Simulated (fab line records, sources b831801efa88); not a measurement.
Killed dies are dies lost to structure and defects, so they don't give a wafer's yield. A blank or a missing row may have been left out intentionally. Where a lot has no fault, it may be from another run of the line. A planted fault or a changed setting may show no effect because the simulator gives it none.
Chamber matching ; flow gf180mcu ; cmp-02 running GF_V2_CMP_26: 4 sister chambers
The step polishes, stops on SiO2, t overpolish 15 s, target thk 0 nm. 27 wafers are shown with their chamber, then 12 later ones without.

## WAFERS WITH THEIR CHAMBER
wafer;chamber;motorCurrentA (A);timeToEndpointS (s);overpolishRunS (s)
L076.1;0;9.8;81;14.993
L076.3;2;10.7;74;14.990
L076.5;0;9.7;83;15.003
L077.2;1;9.9;82;15.002
L077.4;3;10.9;84;14.994
L077.5;3;11.2;83;14.999
L078.2;2;11.4;77;15.005
L078.3;1;9.9;81;15.004
L078.4;3;10.7;83;14.998
L079.3;0;10.2;87;15.005
L079.4;3;11.6;81;15.010
L079.5;3;11.0;83;15.003
L081.1;0;10.1;81;15.020
L081.2;1;10.4;82;15.006
L081.5;3;11.0;86;14.994
L082.2;3;11.7;82;14.990
L082.3;1;9.9;80;14.992
L082.4;0;10.0;82;15.009
L083.1;2;10.6;78;14.993
L083.2;3;11.4;80;15.008
L083.4;0;9.7;81;14.998
L086.1;2;10.8;71;15.006
L086.3;1;9.6;77;15.003
L086.6;2;10.7;74;14.991
L087.1;3;11.6;82;15.008
L087.4;1;9.7;77;15.009
L087.5;3;10.9;81;14.995

SIGNATURES (averages over the wafers above)
reading;chamber 0;chamber 1;chamber 2;chamber 3;scatter within a chamber
motorCurrentA;9.917;9.900;10.840;11.200;0.305
timeToEndpointS;82.50;79.83;74.80;82.50;2.2
overpolishRunS;15.00467;15.00267;14.99700;14.99990;0.00749
Rule: distance of a wafer from a chamber = root of the sum over the readings of ((wafer's reading minus chamber's mean) / reading's scatter) squared. If the next closest chamber is less than 2 further off than the closest, the wafer can't be placed; otherwise it belongs to the closest. The scatter: the root of (the sum of the squares of (reading less its chamber's mean) over the shown wafers, divided by (wafers less chambers)).

## WAFERS WITH NO CHAMBER GIVEN
wafer;motorCurrentA (A);timeToEndpointS (s);overpolishRunS (s)
L089.2;11.3;78;15.001
L089.3;9.8;82;14.996
L089.4;11.0;82;15.002
L092.1;10.3;84;15.004
L092.2;10.8;87;15.008
L092.5;9.9;81;15.026
L096.1;10.1;86;15.008
L096.2;11.4;82;14.994
L096.4;11.0;92;14.994
L097.2;10.0;84;15.001
L097.5;10.8;90;14.996
L097.6;10.1;86;15.009

## CHAMBER TAKEN BY EACH
wafer;from the rows above;in truth
L089.2;can't be placed: 3 or 2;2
L089.3;can't be placed: 0 or 1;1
L089.4;3;3
L092.1;can't be placed: 0 or 1 or 3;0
L092.2;can't be placed: 3 or 0 or 1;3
L092.5;can't be placed: 0 or 1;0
L096.1;can't be placed: 0 or 1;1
L096.2;3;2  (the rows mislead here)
L096.4;can't be placed: 3 or 0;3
L097.2;can't be placed: 0 or 1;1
L097.5;can't be placed: 3 or 0 or 1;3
L097.6;can't be placed: 0 or 1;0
1 of 12 placed correctly. These rows do not allow placing 10 (true chamber among the candidates in 10). Placed wrongly: 1.
